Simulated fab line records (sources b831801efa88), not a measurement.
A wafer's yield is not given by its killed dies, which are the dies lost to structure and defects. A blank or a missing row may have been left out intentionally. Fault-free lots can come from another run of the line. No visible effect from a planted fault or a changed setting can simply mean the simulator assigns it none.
Which tool was responsible? / flow sky130 / Sampling: 13 lots, 39 wafers, 2 of 708 route steps

WHAT THE GAUGES READ, wafer by wafer
SKY_NWELL_OVL_MEAS_10. Usual: NWELL_00_OVL typically reads -0.4 nm, with standard deviation 1.5.
lot=L615; measured=day 4 17:40; on=overlay-02; NWELL_00_OVL (nm)=-3.3 -1.5 -1.8; flag=
lot=L618; measured=day 5 13:12; on=overlay-02; NWELL_00_OVL (nm)=-2.8 0.1 0.3; flag=
lot=L619; measured=day 5 15:31; on=overlay-02; NWELL_00_OVL (nm)=2.5 2.6 2.7; flag=
lot=L621; measured=day 6 04:13; on=overlay-02; NWELL_00_OVL (nm)=0.2 1.0 3.4; flag=
lot=L622; measured=day 6 09:48; on=overlay-02; NWELL_00_OVL (nm)=-1.6 -1.7 -2.7; flag=
lot=L624; measured=day 6 23:43; on=overlay-01; NWELL_00_OVL (nm)=-0.3 -0.6 1.0; flag=
lot=L625; measured=day 7 04:31; on=overlay-02; NWELL_00_OVL (nm)=-0.3 0.3 -1.5; flag=
lot=L626; measured=day 7 13:04; on=overlay-01; NWELL_00_OVL (nm)=-0.1 0.8 -0.3; flag=
lot=L627; measured=day 7 19:25; on=overlay-01; NWELL_00_OVL (nm)=0.9 0.0 0.0; flag=
lot=L631; measured=day 8 17:37; on=overlay-01; NWELL_00_OVL (nm)=-1.2 -1.9 -1.9; flag=
lot=L632; measured=day 9 02:45; on=overlay-02; NWELL_00_OVL (nm)=1.8 -0.2 -1.6; flag=
lot=L636; measured=day 9 23:19; on=overlay-01; NWELL_00_OVL (nm)=-1.2 1.0 -0.4; flag=
lot=L637; measured=day 10 07:04; on=overlay-02; NWELL_00_OVL (nm)=0.2 0.6 1.6; flag=

EACH LOT AND THE TOOL THAT RAN IT (in order: tool; ch and the chambers of the sampled wafers; start)
lot=L615; SKY_DNWELL_STRIP_08=plasma asher-02 ch 0,1, day 3 09:20
lot=L618; SKY_DNWELL_STRIP_08=plasma asher-02 ch 0,1, day 4 03:17
lot=L619; SKY_DNWELL_STRIP_08=plasma asher-03 ch 0,1, day 4 05:11
lot=L621; SKY_DNWELL_STRIP_08=plasma asher-03 ch 0,1, day 4 17:01
lot=L622; SKY_DNWELL_STRIP_08=plasma asher-01 ch 0,1, day 4 21:58
lot=L624; SKY_DNWELL_STRIP_08=plasma asher-01 ch 0,1, day 5 10:08
lot=L625; SKY_DNWELL_STRIP_08=plasma asher-01 ch 0,1, day 5 14:43
lot=L626; SKY_DNWELL_STRIP_08=plasma asher-03 ch 0,1, day 5 21:43
lot=L627; SKY_DNWELL_STRIP_08=plasma asher-03 ch 0,1, day 6 04:03
lot=L631; SKY_DNWELL_STRIP_08=plasma asher-01 ch 0, day 7 01:37
lot=L632; SKY_DNWELL_STRIP_08=plasma asher-03 ch 0,1, day 7 09:25
lot=L636; SKY_DNWELL_STRIP_08=plasma asher-02 ch 0,1, day 8 03:46
lot=L637; SKY_DNWELL_STRIP_08=plasma asher-01 ch 0,1, day 8 11:17
- SKY_DNWELL_STRIP_08: strips in O2/N2.

WHAT THE TOOLS THEMSELVES READ (means of the sampled wafers that have a number; where no wafer has one, the mark that the record gives instead)
SKY_DNWELL_STRIP_08. Usual: drypump motor current A 5.73 A, standard deviation 0.23; oes product au 0.722 a.u., standard deviation 0.0044; strip time to endpoint s 36.95 s, standard deviation 0.094.
lot=L615; tool=plasma asher-02; drypump motor current A (A)=5.51; oes product au (a.u.)=0.720; strip time to endpoint s (s)=36.91; flag=
lot=L618; tool=plasma asher-02; drypump motor current A (A)=5.47; oes product au (a.u.)=0.719; strip time to endpoint s (s)=37.01; flag=
lot=L619; tool=plasma asher-03; drypump motor current A (A)=5.93; oes product au (a.u.)=0.719; strip time to endpoint s (s)=37.01; flag=
lot=L621; tool=plasma asher-03; drypump motor current A (A)=5.90; oes product au (a.u.)=0.720; strip time to endpoint s (s)=37.01; flag=
lot=L622; tool=plasma asher-01; drypump motor current A (A)=5.71; oes product au (a.u.)=0.723; strip time to endpoint s (s)=36.96; flag=
lot=L624; tool=plasma asher-01; drypump motor current A (A)=5.71; oes product au (a.u.)=0.723; strip time to endpoint s (s)=36.91; flag=
lot=L625; tool=plasma asher-01; drypump motor current A (A)=5.69; oes product au (a.u.)=0.720; strip time to endpoint s (s)=36.84; flag=
lot=L626; tool=plasma asher-03; drypump motor current A (A)=5.93; oes product au (a.u.)=0.724; strip time to endpoint s (s)=36.93; flag=
lot=L627; tool=plasma asher-03; drypump motor current A (A)=5.94; oes product au (a.u.)=0.723; strip time to endpoint s (s)=36.97; flag=
lot=L631; tool=plasma asher-01; drypump motor current A (A)=5.55; oes product au (a.u.)=0.722; strip time to endpoint s (s)=36.93; flag=
lot=L632; tool=plasma asher-03; drypump motor current A (A)=5.92; oes product au (a.u.)=0.721; strip time to endpoint s (s)=37.11; flag=
lot=L636; tool=plasma asher-02; drypump motor current A (A)=5.51; oes product au (a.u.)=0.726; strip time to endpoint s (s)=37.08; flag=
lot=L637; tool=plasma asher-01; drypump motor current A (A)=5.85; oes product au (a.u.)=0.722; strip time to endpoint s (s)=36.87; flag=

THE ANSWER, worked out from the rows above alone
Rule: take the mean of a lot's wafers that have a number; if it is more than 3 standard deviations from the usual mean, the lot is off. A lot without any number at a reading at which 4 lots or more have one is off too. Any other lot the step has rows for is counted as sound. Order of review: gauges by route order, followed by the tools' own readings, for which a lot's mean as printed above is used. At the first step where some lot is off, the reading lying furthest off is the one used; lots without a number count as furthest.
Across all readings shown, no lot is off: no conclusion can be drawn from this.

WHAT WAS PUT IN BY THE SIMULATOR
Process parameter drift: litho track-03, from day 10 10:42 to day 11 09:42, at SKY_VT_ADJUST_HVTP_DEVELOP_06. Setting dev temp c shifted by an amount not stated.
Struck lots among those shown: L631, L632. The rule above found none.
